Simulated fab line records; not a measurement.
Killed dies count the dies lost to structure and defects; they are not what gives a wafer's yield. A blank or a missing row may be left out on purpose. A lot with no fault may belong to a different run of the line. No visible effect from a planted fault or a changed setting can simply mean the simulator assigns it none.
Which of the tools did it?	flow sky130	Sampling: 14 lots, 42 wafers, 4 of 708 route steps

WHAT THE GAUGES SHOWED, per wafer
SKY_VT_ADJUST_HVTR_CD_MEAS_07: the cd target is 380 nm.
lot	measured	on	cd-nm (nm)
L240	day 9 21:07	cd-sem-01	383.7 380.7 380.1
L243	day 10 09:43	cd-sem-01	380.5 380.0 378.9
L245	day 11 02:52	cd-sem-01	378.9 379.9 379.1
L246	day 11 09:17	cd-sem-02	380.5 377.6 381.2
L253	day 13 15:58	cd-sem-02	379.2 378.3 381.7
L257	day 14 19:08	cd-sem-01	379.4 381.7 383.4
L258	day 15 01:31	cd-sem-02	383.5 384.0 383.8
L259	day 15 05:35	cd-sem-02	382.2 381.3 382.1
L260	day 15 13:18	cd-sem-02	380.2 378.3 382.1
L261	day 15 22:52	cd-sem-01	380.4 381.3 380.6
L262	day 16 21:56	cd-sem-01	384.2 381.3 379.3
L263	day 16 23:11	cd-sem-01	379.5 382.6 380.1

SKY_SONOS_ONO_CD_MEAS_13: the cd target is 410 nm.
lot	measured	on	cd-nm (nm)
L240	day 13 05:15	cd-sem-02	411.3 409.8 411.4
L243	day 13 14:16	cd-sem-02	410.3 409.5 409.8
L245	day 14 11:40	cd-sem-01	414.7 413.1 412.3
L246	day 14 18:22	cd-sem-01	409.1 411.2 410.8
L253	day 17 08:14	cd-sem-01	410.4 411.3 411.9
L257	day 18 17:43	cd-sem-02	410.6 413.2 413.0
L258	day 19 00:15	cd-sem-01	413.5 409.4 412.7
L259	day 19 03:31	cd-sem-02	408.6 408.6 406.6
L260	day 19 11:08	cd-sem-01	411.5 410.7 409.6
L261	day 19 20:57	cd-sem-02	412.4 411.8 412.5
L262	day 20 22:55	cd-sem-02	409.1 408.4 408.3
L263	day 20 23:55	cd-sem-02	408.7 410.7 408.9

EACH LOT AND THE TOOL THAT RAN IT (in order: tool; ch and the chambers of the sampled wafers; start)
lot	SKY_FIELD_ISO_WET_ETCH_29	SKY_VT_ADJUST_LVTN_STRIP_20
L240	wet-bench-04 ch 2, day 2 18:02	plasma-asher-01 ch 1, day 8 02:17
L243	wet-bench-04 ch 3, day 3 02:56	plasma-asher-02 ch 0,1, day 8 13:08
L245	wet-bench-01 ch 1, day 3 13:20	plasma-asher-03 ch 0,1, day 9 05:44
L246	wet-bench-04 ch 1, day 3 16:59	plasma-asher-01 ch 0,1, day 9 10:47
L253	wet-bench-02 ch 1, day 5 08:58	plasma-asher-01 ch 0,1, day 11 14:40
L255	wet-bench-04 ch 2, day 5 17:54	-
L256	wet-bench-04 ch 1, day 5 20:08	-
L257	wet-bench-01 ch 2, day 6 03:12	plasma-asher-01 ch 0,1, day 12 16:13
L258	wet-bench-04 ch 2, day 6 08:10	plasma-asher-01 ch 0,1, day 12 21:14
L259	wet-bench-04 ch 2, day 6 12:35	plasma-asher-02 ch 1, day 13 01:28
L260	wet-bench-01 ch 1, day 6 18:14	plasma-asher-01 ch 0,1, day 13 09:16
L261	wet-bench-01 ch 0, day 6 22:52	plasma-asher-03 ch 0,1, day 13 17:56
L262	wet-bench-02 ch 1, day 7 14:07	plasma-asher-03 ch 0,1, day 14 15:46
L263	wet-bench-04 ch 3, day 7 15:41	plasma-asher-02 ch 0,1, day 14 17:28
- SKY_FIELD_ISO_WET_ETCH_29: etches Si3N4 in H3PO4, target depth 160 nm, time 1825 s.
- SKY_VT_ADJUST_LVTN_STRIP_20: strips in O2/N2.

AS READ BY THE TOOLS THEMSELVES (means over the sampled wafers that have a number; for cases with no such wafer, the mark the record gives instead)
SKY_FIELD_ISO_WET_ETCH_29.
lot	tool	bath-guard-temp-C (C)	bath-heat-duty-pct (%)
L240	wet-bench-04	160.7	29.6
L243	wet-bench-04	159.9	27.0
L245	wet-bench-01	159.6	27.5
L246	wet-bench-04	160.4	28.8
L253	wet-bench-02	160.4	26.8
L255	wet-bench-04	-	-
L256	wet-bench-04	-	-
L257	wet-bench-01	159.4	28.7
L258	wet-bench-04	160.7	30.3
L259	wet-bench-04	160.7	30.1
L260	wet-bench-01	159.6	27.0
L261	wet-bench-01	160.4	24.7
L262	wet-bench-02	160.2	26.5
L263	wet-bench-04	159.9	27.8

SKY_VT_ADJUST_LVTN_STRIP_20.
lot	tool	drypump-motor-current-A (A)	oes-product-au (a.u.)	strip-time-to-endpoint-s (s)
L240	plasma-asher-01	5.8	0.712	14.15
L243	plasma-asher-02	5.7	0.718	14.20
L245	plasma-asher-03	6.0	0.717	14.20
L246	plasma-asher-01	6.1	0.711	14.11
L253	plasma-asher-01	6.1	0.721	14.12
L257	plasma-asher-01	6.3	0.714	14.20
L258	plasma-asher-01	6.3	0.716	14.19
L259	plasma-asher-02	6.1	0.715	14.20
L260	plasma-asher-01	6.3	0.716	14.14
L261	plasma-asher-03	6.0	0.716	14.16
L262	plasma-asher-03	6.0	0.717	14.21
L263	plasma-asher-02	5.4	0.715	14.13

THE ANSWER, worked out from the rows above alone
Rule: the usual values come from the lots themselves. The widest of any qualifying gaps counts: lots, ordered by their means at a reading, are off when they make up no more than a third of the lots, leave a main group of 4 or more, and stand apart from it by 3 or more times the standard deviation of that group's means. Not used: any main group whose means are identical at the precision the tables above print for the reading. Also off: a lot with no number at a reading for which 4 or more lots have one. Where the step has rows for the other lots, those lots are counted as sound. First the gauges in route order, then the tools' own readings, where a lot's mean is used as printed above. The first step at which some lot is off is used, and at that step the reading that is off furthest; a lot without a number counts as furthest.
Off: L255, L256, at SKY_FIELD_ISO_WET_ETCH_29 (bath-guard-temp-C). Without a number there: L255, L256. The main group has a mean of 160.2 C with a standard deviation of 0.45.
A tool fits if, at that step or a process step before it, it ran every lot that is off, and no sound lot after the first of them. None of those tried fits.

WHAT HAD BEEN PUT IN BY THE SIMULATOR
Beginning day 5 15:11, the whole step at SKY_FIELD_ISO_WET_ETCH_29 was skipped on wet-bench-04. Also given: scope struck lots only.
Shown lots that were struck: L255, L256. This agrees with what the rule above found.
